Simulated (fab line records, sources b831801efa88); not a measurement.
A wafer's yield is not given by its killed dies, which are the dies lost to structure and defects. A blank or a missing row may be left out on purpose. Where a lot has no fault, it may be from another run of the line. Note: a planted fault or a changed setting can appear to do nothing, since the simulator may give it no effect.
Which tool was responsible? -- flow sky130 -- 36 wafers from 12 lots sampled at 4 of the route's 708 steps

## WHAT THE GAUGES READ, wafer by wafer
SKY_PAD_OPEN_BOW_MEAS_13.
lot,measured,on,PAD_OPEN_BOW (um)
L617,day 46 00:56,film-metro-02,46 53 56
L619,day 46 12:28,film-metro-03,40 41 44
L620,day 47 01:20,film-metro-02,54 38 44
L621,day 48 00:31,film-metro-02,42 52 48
L622,day 48 01:58,film-metro-03,37 56 44
L626,day 48 15:01,film-metro-02,51 53 57
L628,day 48 22:09,film-metro-04,52 36 40
L629,day 49 06:38,film-metro-04,58 39 42
L630,day 49 12:04,film-metro-02,33 42 47
L631,day 49 13:46,film-metro-03,48 49 51
L636,day 50 17:11,film-metro-02,44 42 38
L637,day 50 17:35,film-metro-02,48 55 55

## TOOL THAT RAN EACH LOT (tool first, then ch and the chambers of the sampled wafers, then the start)
lot,SKY_VIA4_ETCH_12,SKY_METAL5_SPUTTER_00,SKY_METAL5_METAL_ETCH_15
L617,"rie-diel-03 ch 1,2, day 43 02:56","pvd-sputter-04, day 43 04:21","rie-metal-02 ch 0,1, day 44 02:34"
L619,"rie-diel-03 ch 1,2, day 43 15:23","pvd-sputter-02, day 43 17:01","rie-metal-02 ch 0,1, day 44 15:14"
L620,"rie-diel-03 ch 0,1,3, day 44 05:50","pvd-sputter-03, day 44 07:11","rie-metal-04 ch 0, day 45 05:29"
L621,"rie-diel-04 ch 0,1, day 45 05:24","pvd-sputter-02, day 45 06:47","rie-metal-01 ch 0,1, day 46 03:41"
L622,"rie-diel-02 ch 2,3, day 45 07:26","pvd-sputter-04, day 45 09:03","rie-metal-02 ch 0,1, day 46 05:19"
L626,"rie-diel-02 ch 0,2,3, day 45 22:38","pvd-sputter-04, day 46 00:08","rie-metal-02 ch 1, day 46 20:16"
L628,"rie-diel-04 ch 0,2,3, day 46 06:56","pvd-sputter-02, day 46 08:39","rie-metal-01 ch 0,1, day 47 04:56"
L629,"rie-diel-03 ch 2,3, day 46 15:35","pvd-sputter-02, day 46 17:00","rie-metal-02 ch 0,1, day 47 13:04"
L630,"rie-diel-04 ch 1,2,3, day 46 22:13","pvd-sputter-04, day 46 23:35","rie-metal-04 ch 1, day 47 18:56"
L631,"rie-diel-03 ch 0,1,3, day 47 00:37","pvd-sputter-03, day 47 01:59","rie-metal-01 ch 0,1, day 47 21:20"
L636,"rie-diel-02 ch 1,3, day 48 09:46","pvd-sputter-03, day 48 11:10","rie-metal-04 ch 0,1, day 49 04:46"
L637,"rie-diel-03 ch 0,2,3, day 48 09:51","pvd-sputter-02, day 48 11:12","rie-metal-01 ch 0,1, day 49 05:04"
- SKY_VIA4_ETCH_12: etches SiO2 in C4F8/O2/Ar, stops on TiN, target depth 580 nm.
- SKY_METAL5_SPUTTER_00: material Ti, target thk 15 nm, time 10 s.
- SKY_METAL5_METAL_ETCH_15: etches the open film in Cl2/BCl3, stops on SiO2, target depth 1260 nm, time 252 s.

## AS READ BY THE TOOLS THEMSELVES (means over the sampled wafers that have a number; for cases with no such wafer, the mark the record gives instead)
SKY_VIA4_ETCH_12.
lot,tool,oes-product-au (a.u.)
L617,rie-diel-03,0.924
L619,rie-diel-03,0.926
L620,rie-diel-03,0.925
L621,rie-diel-04,0.926
L622,rie-diel-02,0.927
L626,rie-diel-02,0.923
L628,rie-diel-04,0.927
L629,rie-diel-03,0.928
L630,rie-diel-04,0.924
L631,rie-diel-03,0.925
L636,rie-diel-02,0.925
L637,rie-diel-03,0.923

SKY_METAL5_SPUTTER_00.
lot,tool,throttle-valve-pct (%)
L617,pvd-sputter-04,30.2
L619,pvd-sputter-02,29.9
L620,pvd-sputter-03,29.6
L621,pvd-sputter-02,29.1
L622,pvd-sputter-04,30.1
L626,pvd-sputter-04,30.4
L628,pvd-sputter-02,29.1
L629,pvd-sputter-02,29.0
L630,pvd-sputter-04,29.8
L631,pvd-sputter-03,29.7
L636,pvd-sputter-03,30.7
L637,pvd-sputter-02,29.6

SKY_METAL5_METAL_ETCH_15.
lot,tool,drypump-motor-current-A (A),oes-product-au (a.u.),throttle-valve-pct (%)
L617,rie-metal-02,6.1,0.894,22.263
L619,rie-metal-02,6.0,0.893,22.263
L620,rie-metal-04,6.6,0.903,22.256
L621,rie-metal-01,5.2,0.889,22.262
L622,rie-metal-02,6.0,0.891,22.270
L626,rie-metal-02,6.2,0.899,22.265
L628,rie-metal-01,5.5,0.888,22.261
L629,rie-metal-02,6.0,0.891,22.258
L630,rie-metal-04,4.9,0.891,22.268
L631,rie-metal-01,5.5,0.897,22.269
L636,rie-metal-04,5.5,0.895,22.267
L637,rie-metal-01,5.5,0.891,22.268

## THE ANSWER, worked out from the rows above alone
Rule: the usual values come from the lots themselves. The widest of any qualifying gaps counts: lots, ordered by their means at a reading, are off when they make up no more than a third of the lots, leave a main group of 4 or more, and stand apart from it by 3 or more times the standard deviation of that group's means. Not used: any main group whose means are identical at the precision the tables above print for the reading. Also off: a lot with no number at a reading for which 4 or more lots have one. The other lots that the step has rows for count as sound. First the gauges in route order, then the tools' own readings, where a lot's mean is used as printed above. At the first step where some lot is off, the reading lying furthest off is the one used; lots without a number count as furthest.
Nothing can be told from this: no lot is off at any reading shown.

## WHAT THE SIMULATOR HAD PUT IN
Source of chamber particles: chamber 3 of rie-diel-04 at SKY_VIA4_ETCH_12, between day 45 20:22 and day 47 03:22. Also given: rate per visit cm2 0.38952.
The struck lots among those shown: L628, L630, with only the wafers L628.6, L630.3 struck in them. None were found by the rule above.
